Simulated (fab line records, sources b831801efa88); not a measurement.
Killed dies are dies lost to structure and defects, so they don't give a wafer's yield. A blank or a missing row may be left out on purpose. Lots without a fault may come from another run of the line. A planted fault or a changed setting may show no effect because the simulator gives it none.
A struck lot beside a sound one | flow sfq_line | 41 steps out of a route of 325
Sound: wafers L360.2, L360.3, L360.5. Struck: wafer L367.3. (L367.4, L367.6 of the same lot were not struck and are left out.) The cause comes at the end.
At each step with rows: each side's tool, then ch and its chambers, then its first start. Under that, the readings that differ: sound wafers | struck wafers | difference of the means | sigmas: that difference in standard deviations of wafers without a fault.
alike: readings whose means differ by less than 2 such deviations, and words and numbers that are the same on both sides. not compared: withheld readings, readings that some wafer has no value for, bounds like >300 that may hide the same value, and numbers for which the record gives no deviation and whose values overlap.
The two part at a step that has a row with sigmas, a row that says differs or no value, or rows on one side only. Numbers that don't overlap but have no deviation are shown without sigmas and don't part them. A reading that every wafer of one side lacks parts them only if that side has two wafers or more.

SFQ_I2_OVL_MEAS_918:
  sound on overlay-01, day 32 12:16; struck on overlay-02, day 34 17:19
  alike: I2_OVL
then, 6 steps without rows for these wafers: SFQ_TRILAYER_I2_VIA_BARC_OPEN_VIA_ETCH_096 (etches BARC in O2, target depth 125 nm, time 41.7 s); SFQ_TRILAYER_I2_VIA_ETCH_VIA_ETCH_070 (etches SiO2 in CHF3, stops on Nb, target depth 260 nm); SFQ_TRILAYER_I2_VIA_STRIP_STRIP_071 (strips in O2); SFQ_TRILAYER_I2_VIA_STRIP_SOLV_CLEAN_072 (cleans in NMP, time 600 s); SFQ_TRILAYER_M3_DEP_PRE_CLEAN_074 (time 22.5 s); SFQ_TRILAYER_M3_DEP_SPUTTER_073 (material Nb, target thk 200 nm, time 133.3 s).
SFQ_M3_RS_MEAS_919: measures by four-point-probe.
  sound on film_metro-02, day 32 13:22; struck on film_metro-02, day 34 18:37
  alike: M3_NB_RS
then, 3 steps without rows for these wafers: SFQ_TRILAYER_M3_LITHO_COAT_080 (resist thk 62 nm); SFQ_TRILAYER_M3_LITHO_COAT_075 (resist thk 600 nm); SFQ_TRILAYER_M3_LITHO_SOFTBAKE_079.
-- the record jumps here: 6 days lie between the struck wafers' starts before and after --
SFQ_TRILAYER_M3_LITHO_EXPOSE_076: exposes mask M3, target cd 500 nm.
  sound on krf_scanner-01 ch 0, day 37 22:59; struck on krf_scanner-01 ch 0, day 40 12:34
  alike: mask, stage_vel_mm_s
then, 2 steps without rows for these wafers: SFQ_TRILAYER_M3_LITHO_PEB_078 (peb time 60 s); SFQ_TRILAYER_M3_LITHO_DEVELOP_077 (time 60 s).
SFQ_M3_OVL_MEAS_921:
  sound on overlay-02, day 38 00:17; struck on overlay-01, day 40 13:41
  alike: M3_OVL
SFQ_TRILAYER_M3_BARC_OPEN_METAL_ETCH_100: etches BARC in O2, target depth 125 nm, time 41.7 s.
  sound on rie_metal-02 ch 0,1, day 38 00:19; struck on rie_metal-04 ch 0, day 40 13:43
  reading             | sound             | struck | difference | sigmas
  model.M3.cd_nm (nm) | 498.6 498.3 498.8 | 485.6  | -13.0      |
  alike: chamber_pressure_mTorr, drypump_motor_current_A, he_backside_leak_sccm, oes_product_au
  not compared: rf_hours_counter_h
SFQ_TRILAYER_M3_ETCH_METAL_ETCH_078: etches Nb in Cl2/Ar, stops on SiO2, target depth 240 nm, time 120 s.
  sound on rie_metal-02 ch 0,1, day 38 00:23; struck on rie_metal-04 ch 0, day 40 13:48
  reading             | sound           | struck | difference | sigmas
  model.M3.cd_nm (nm) | 498.3 499.2 498 | 485.6  | -12.9      |
  alike: chamber_pressure_mTorr, drypump_motor_current_A, he_backside_leak_sccm, oes_product_au
  not compared: rf_hours_counter_h
SFQ_TRILAYER_M3_STRIP_STRIP_079: strips in O2.
  sound on rie_metal-02 ch 0,1, day 38 00:31; struck on rie_metal-04 ch 0, day 40 14:05
  alike: chamber_pressure_mTorr, drypump_motor_current_A, he_backside_leak_sccm, oes_product_au
  not compared: rf_hours_counter_h
then, 1 step without rows for these wafers: SFQ_TRILAYER_M3_STRIP_SOLV_CLEAN_080 (cleans in NMP, time 600 s).
SFQ_TRILAYER_I3_DEP_PECVD_081: deposits SiO2 from SiH4/N2O, time 111.11 s, target thk 500 nm.
  sound on pecvd-03 ch 1,2, day 38 01:17; struck on pecvd-01 ch 0, day 40 14:40
  reading            | sound    | struck | difference | sigmas
  heater_power_w (W) | 84 55 59 | 95     | +29        | +2
  alike: throttle_valve_pct
SFQ_TRILAYER_I3_CMP_CMP_082: polishes SiO2.
  sound on cmp-02 ch 0,1,2, day 38 02:22; struck on cmp-01 ch 3, day 40 16:14
  reading                | sound       | struck | difference | sigmas
  time_to_endpoint_s (s) | 212 218 230 | 198    | -22        | -3
  alike: edge_zone_pressure_frac, motor_current_A, platen_rpm
SFQ_I3_BOW_MEAS_922:
  sound on film_metro-03, day 38 04:23; struck on film_metro-02, day 40 17:47
  reading     | sound    | struck | difference | sigmas
  I3_BOW (um) | 3 -3 -13 | 17     | +21        | +3
then, 7 steps without rows for these wafers: SFQ_TRILAYER_I3_METRO_MEASURE_083; SFQ_TRILAYER_I3_VIA_LITHO_COAT_090 (resist thk 62 nm); SFQ_TRILAYER_I3_VIA_LITHO_COAT_085 (resist thk 650 nm); SFQ_TRILAYER_I3_VIA_LITHO_SOFTBAKE_089; SFQ_TRILAYER_I3_VIA_LITHO_EXPOSE_086 (exposes mask I3, target cd 500 nm); SFQ_TRILAYER_I3_VIA_LITHO_PEB_088 (peb time 60 s); SFQ_TRILAYER_I3_VIA_LITHO_DEVELOP_087 (time 60 s).
-- the record jumps here: 7 days lie between the struck wafers' starts before and after --
SFQ_I3_OVL_MEAS_923:
  sound on overlay-01, day 44 19:29; struck on overlay-01, day 47 07:18
  alike: I3_OVL
then, 1 step without rows for these wafers: SFQ_TRILAYER_I3_VIA_BARC_OPEN_VIA_ETCH_121 (etches BARC in O2, target depth 125 nm, time 41.7 s).
SFQ_TRILAYER_I3_VIA_ETCH_VIA_ETCH_088: etches SiO2 in CHF3, stops on Nb, target depth 260 nm.
  sound on rie_diel-04 ch 0,1,2, day 44 19:33; struck on rie_diel-01 ch 3, day 47 07:22
  alike: chamber_pressure_mTorr, drypump_motor_current_A, oes_product_au
SFQ_TRILAYER_I3_VIA_STRIP_STRIP_089: strips in O2.
  sound on rie_metal-02 ch 0, day 44 19:52; struck on rie_metal-01 ch 1, day 47 07:40
  alike: chamber_pressure_mTorr, drypump_motor_current_A, he_backside_leak_sccm, oes_product_au
  not compared: rf_hours_counter_h
then, 3 steps without rows for these wafers: SFQ_TRILAYER_I3_VIA_STRIP_SOLV_CLEAN_090 (cleans in NMP, time 600 s); SFQ_TRILAYER_M4_DEP_PRE_CLEAN_092 (time 22.5 s); SFQ_TRILAYER_M4_DEP_SPUTTER_091 (material Nb, target thk 200 nm, time 133.3 s).
SFQ_M4_RS_MEAS_924: measures by four-point-probe.
  sound on film_metro-03, day 44 21:10; struck on film_metro-04, day 47 08:25
  alike: M4_NB_RS
then, 3 steps without rows for these wafers: SFQ_TRILAYER_M4_LITHO_COAT_098 (resist thk 62 nm); SFQ_TRILAYER_M4_LITHO_COAT_093 (resist thk 600 nm); SFQ_TRILAYER_M4_LITHO_SOFTBAKE_097.
-- the record jumps here: 42 days lie between the struck wafers' starts before and after --
SFQ_M8_BOW_MEAS_951:
  sound on film_metro-01, day 85 02:41; struck on film_metro-02, day 89 12:44
  reading               | sound             | struck | difference | sigmas
  M8_BOW (um)           | 2 -3 -13          | 15     | +20        | +2
  model.etest.m3.ohm_um | 1.817 1.804 1.826 | 1.833  | +0.017     |

WHERE THEY PART
First at SFQ_TRILAYER_I3_DEP_PECVD_081; last, within this record, at SFQ_M8_BOW_MEAS_951.

WHY: what the simulator had put in
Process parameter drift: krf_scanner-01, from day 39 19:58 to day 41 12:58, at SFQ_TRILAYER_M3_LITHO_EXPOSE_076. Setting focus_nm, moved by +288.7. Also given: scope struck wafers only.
